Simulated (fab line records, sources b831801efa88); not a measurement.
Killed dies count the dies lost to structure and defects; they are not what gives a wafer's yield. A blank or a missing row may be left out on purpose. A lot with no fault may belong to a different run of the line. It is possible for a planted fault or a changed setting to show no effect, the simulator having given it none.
Matching of chambers :: flow sky130 :: cmp-02 running SKY_FIELD_ISO_CMP_27: 4 sister chambers
The step polishes, stops on Si3N4, t overpolish 16 s, target thk 457.8 nm. 4 wafers are shown with their chamber, then 7 later ones without.

## EACH WAFER AND ITS CHAMBER
wafer: L234.3
chamber: 0
motor_current_A (A): 9.1

wafer: L239.5
chamber: 3
motor_current_A (A): 11.9

wafer: L248.2
chamber: 1
motor_current_A (A): 11.8

wafer: L248.4
chamber: 2
motor_current_A (A): 13.8

## WAFERS WITH NO CHAMBER GIVEN
wafer: L248.6
motor_current_A (A): 8.6

wafer: L251.1
motor_current_A (A): 11.7

wafer: L251.4
motor_current_A (A): 11.4

wafer: L251.6
motor_current_A (A): 12.0

wafer: L253.2
motor_current_A (A): 12.4

wafer: L253.5
motor_current_A (A): 11.3

wafer: L253.6
motor_current_A (A): 9.3

## CHAMBER TAKEN BY EACH
wafer: L248.6
from the rows above: 0
in truth: 0

wafer: L251.1
from the rows above: can't be placed: 1 or 3
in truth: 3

wafer: L251.4
from the rows above: can't be placed: 1 or 3
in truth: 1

wafer: L251.6
from the rows above: can't be placed: 3 or 1
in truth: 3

wafer: L253.2
from the rows above: can't be placed: 3 or 1
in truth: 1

wafer: L253.5
from the rows above: can't be placed: 1 or 3
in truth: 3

wafer: L253.6
from the rows above: 0
in truth: 0
Placed correctly: 2 of 7. Unplaceable from these rows: 5, with the true chamber sitting among the candidates in 5. Number placed wrongly: 0.
How it was worked out, from the rows above alone: a wafer's distance from a chamber is the root of the sum, over the readings, of the square of ((its reading less the chamber's mean) divided by the reading's scatter). If the next closest chamber is less than 2 further off than the closest, the wafer can't be placed; otherwise it belongs to the closest. Each chamber's mean is taken over the wafers shown for it. The scatter: root of mean squared gap, hidden wafer to nearest shown wafer, with one shown wafer a chamber.
